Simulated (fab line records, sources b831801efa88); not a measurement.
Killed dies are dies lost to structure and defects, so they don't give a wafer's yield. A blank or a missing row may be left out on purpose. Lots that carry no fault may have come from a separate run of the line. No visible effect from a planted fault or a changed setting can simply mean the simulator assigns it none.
Which tool is to blame? -- flow sky130 -- 39 wafers from 13 lots sampled at 6 of the route's 708 steps

## WHAT THE GAUGES SHOWED, per wafer
SKY_NWELL_OVL_MEAS_10. Usual: for NWELL_00_OVL the level is 0.6 nm and the standard deviation is 1.3.
lot,measured,on,NWELL_00_OVL (nm),flag
L421,day 4 17:26,overlay-02,2.5 1.5 1.4,
L422,day 4 22:41,overlay-02,0.7 1.8 1.0,
L423,day 5 05:24,overlay-01,0.9 1.6 -0.6,
L424,day 5 12:31,overlay-01,1.7 -0.6 -0.3,
L425,day 5 15:42,overlay-02,-0.4 -0.1 0.9,
L429,day 7 01:23,overlay-02,- - -,OFF
L430,day 7 09:23,overlay-02,0.1 -1.3 -0.7,
L433,day 7 17:03,overlay-01,0.2 0.5 -0.5,
L436,day 8 10:50,overlay-01,0.8 -1.0 -1.1,
L437,day 8 14:17,overlay-01,1.7 2.6 1.3,
L438,day 8 20:52,overlay-01,-1.0 -0.7 -0.2,
L441,day 9 16:34,overlay-02,0.8 0.8 2.2,
L442,day 9 19:16,overlay-02,0.2 -0.1 0.5,

SKY_NWELL_TW_MEAS_15. Usual: for NWELL_TW the level is 1819 and the standard deviation is 10.
lot,measured,on,NWELL_TW,flag
L421,day 4 18:01,film metro-03,1822 1827 1809,
L422,day 4 23:17,film metro-02,1807 1793 1809,
L423,day 5 05:59,film metro-03,1825 1823 1825,
L424,day 5 13:06,film metro-01,1833 1829 1830,
L425,day 5 16:17,film metro-03,1824 1819 1815,
L429,day 7 01:59,film metro-02,30 30 30,OFF
L430,day 7 09:59,film metro-01,1826 1831 1824,
L433,day 7 17:38,film metro-03,1824 1824 1824,
L436,day 8 11:26,film metro-01,1826 1834 1831,
L437,day 8 14:52,film metro-03,1812 1817 1809,
L438,day 8 21:28,film metro-03,1807 1818 1811,
L441,day 9 17:09,film metro-02,1807 1804 1802,
L442,day 9 19:52,film metro-01,1823 1824 1825,

SKY_VT_ADJUST_NCORE_CD_MEAS_07: the cd target is 380 nm. Usual: cd nm at 380.5 nm, with a standard deviation of 2.5.
lot,measured,on,cd nm (nm),flag
L421,day 8 19:49,cd sem-01,378.4 377.4 377.2,
L422,day 9 02:34,cd sem-01,381.2 379.4 379.6,
L423,day 9 09:55,cd sem-01,383.8 383.1 383.5,
L424,day 9 18:17,cd sem-02,378.5 379.0 383.8,
L425,day 9 21:38,cd sem-01,380.5 382.3 379.5,
L429,day 11 16:52,cd sem-01,378.9 379.6 377.9,
L430,day 12 02:32,cd sem-01,380.8 383.2 380.6,
L433,day 12 08:22,cd sem-02,381.9 382.9 381.4,
L436,day 13 07:50,cd sem-02,379.6 380.9 382.7,
L437,day 13 10:08,cd sem-01,381.6 383.0 381.1,
L438,day 13 21:25,cd sem-02,379.2 379.2 379.6,
L441,day 14 19:38,cd sem-01,380.6 378.8 377.3,
L442,day 15 00:59,cd sem-01,376.7 375.6 376.8,

SKY_LDD_HVN_OVL_MEAS_07. Usual: for LDD_HVN_OVL the level is -0.8 nm and the standard deviation is 1.3.
lot,measured,on,LDD_HVN_OVL (nm),flag
L421,day 20 12:53,overlay-01,-2.0 -0.2 1.0,
L422,day 21 01:18,overlay-02,0.5 -1.1 -2.8,
L423,day 21 08:46,overlay-02,-2.9 -1.3 -2.7,
L424,day 22 04:26,overlay-02,1.1 0.5 -3.1,
L425,day 22 05:07,overlay-02,-1.3 -2.4 -1.7,
L429,day 24 13:22,overlay-02,-2.1 -0.3 -1.3,
L430,day 24 21:51,overlay-02,-3.0 -2.7 -1.9,
L433,day 25 05:28,overlay-02,-2.8 -2.2 -1.0,
L436,day 26 10:01,overlay-01,0.7 -0.2 0.0,
L437,day 26 11:23,overlay-02,0.0 -0.9 -1.2,
L438,day 27 00:16,overlay-02,1.2 0.9 -0.4,
L441,day 28 12:10,overlay-02,-1.1 -0.7 -1.2,
L442,day 28 10:25,overlay-01,-2.5 1.3 -0.9,

## EACH LOT AND THE TOOL THAT RAN IT (in order: tool; ch and the chambers of the sampled wafers; start)
lot,SKY_NWELL_EXPOSE_07,SKY_POLY_GATE_STRIP_18
L421,"iline stepper-01 ch 0, day 4 08:43","plasma asher-04 ch 0,1, day 16 15:02"
L422,"iline stepper-02 ch 0, day 4 14:21","plasma asher-01 ch 1, day 17 01:20"
L423,"iline stepper-02 ch 0, day 4 20:55","plasma asher-02 ch 0,1, day 17 08:46"
L424,"iline stepper-02 ch 0, day 5 03:23","plasma asher-02 ch 0,1, day 17 21:44"
L425,"iline stepper-02 ch 0, day 5 06:52","plasma asher-04 ch 1, day 18 03:26"
L429,"iline stepper-02 ch 0, day 6 15:51","plasma asher-02 ch 0,1, day 20 14:13"
L430,"iline stepper-01 ch 0, day 6 23:51","plasma asher-04 ch 1, day 20 21:35"
L433,"iline stepper-02 ch 0, day 7 06:59","plasma asher-01 ch 0,1, day 21 06:23"
L436,"iline stepper-01 ch 0, day 8 00:52","plasma asher-04 ch 0,1, day 22 11:26"
L437,"iline stepper-01 ch 0, day 8 04:22","plasma asher-02 ch 0,1, day 22 12:44"
L438,"iline stepper-02 ch 0, day 8 10:11","plasma asher-02 ch 0, day 23 01:44"
L441,"iline stepper-02 ch 0, day 9 05:58","plasma asher-02 ch 0,1, day 24 17:13"
L442,"iline stepper-02 ch 0, day 9 08:12","plasma asher-02 ch 0,1, day 24 15:32"
- SKY_NWELL_EXPOSE_07: exposes mask NWM, target cd 840 nm.
- SKY_POLY_GATE_STRIP_18: strips in O2/N2.

## WHAT THE TOOLS THEMSELVES READ (means of the sampled wafers that have a number; where no wafer has one, the mark that the record gives instead)
SKY_NWELL_EXPOSE_07. Usual: exposure dose mJ cm2 255.00, standard deviation 0.24; focus offset nm 0.0 nm, standard deviation 0.5.
lot,tool,exposure dose mJ cm2,focus offset nm (nm),flag
L421,iline stepper-01,255.16,0.8,
L422,iline stepper-02,255.07,-0.3,
L423,iline stepper-02,254.87,0.4,
L424,iline stepper-02,255.19,-0.5,
L425,iline stepper-02,254.93,-0.7,
L429,iline stepper-02,255.10,-0.3,
L430,iline stepper-01,254.93,-0.2,
L433,iline stepper-02,255.33,0.1,
L436,iline stepper-01,254.73,0.5,
L437,iline stepper-01,254.96,0.1,
L438,iline stepper-02,254.90,-0.1,
L441,iline stepper-02,255.52,-0.5,
L442,iline stepper-02,254.76,-0.4,

SKY_POLY_GATE_STRIP_18. Usual: drypump motor current A 5.6 A, standard deviation 0.46; o2 flow sccm 3002 sccm, standard deviation 8.9; oes product au 0.361 a.u., standard deviation 0.0054; strip time to endpoint s 3.17 s, standard deviation 0.062.
lot,tool,drypump motor current A (A),o2 flow sccm (sccm),oes product au (a.u.),strip time to endpoint s (s),flag
L421,plasma asher-04,5.3,3012,0.373,3.26,
L422,plasma asher-01,5.5,2998,0.356,3.11,
L423,plasma asher-02,5.8,2998,0.363,3.19,
L424,plasma asher-02,5.5,2998,0.358,3.14,
L425,plasma asher-04,4.9,3008,0.356,3.13,
L429,plasma asher-02,5.5,3002,0.360,3.15,
L430,plasma asher-04,4.9,3007,0.363,3.21,
L433,plasma asher-01,5.6,2990,0.364,3.15,
L436,plasma asher-04,5.3,3002,0.362,3.18,
L437,plasma asher-02,5.8,2998,0.363,3.24,
L438,plasma asher-02,5.1,3009,0.363,3.17,
L441,plasma asher-02,5.5,3001,0.360,3.12,
L442,plasma asher-02,5.5,2994,0.364,3.20,

## THE ANSWER, worked out from the rows above alone
Rule: a lot is off if the mean of its wafers that have a number lies more than 3 standard deviations from the usual mean. A lot without any number at a reading at which 4 lots or more have one is off too. The other lots that the step has rows for count as sound. First the gauges in route order, then the tools' own readings, where a lot's mean is used as printed above. At the first step where some lot is off, the reading lying furthest off is the one used; lots without a number count as furthest.
Off: at SKY_NWELL_OVL_MEAS_10 (NWELL_00_OVL), L429. Without a number there: L429.
A tool fits if, at a process step before that reading, it ran every lot that is off, and no sound lot after the first of them. The gauges at SKY_NWELL_OVL_MEAS_10 aren't tried: what is off there is off at SKY_NWELL_TW_MEAS_15 too, on other tools, and a gauge's error can't cause that. Of those tried, none fits.

## WHAT HAD BEEN PUT IN BY THE SIMULATOR
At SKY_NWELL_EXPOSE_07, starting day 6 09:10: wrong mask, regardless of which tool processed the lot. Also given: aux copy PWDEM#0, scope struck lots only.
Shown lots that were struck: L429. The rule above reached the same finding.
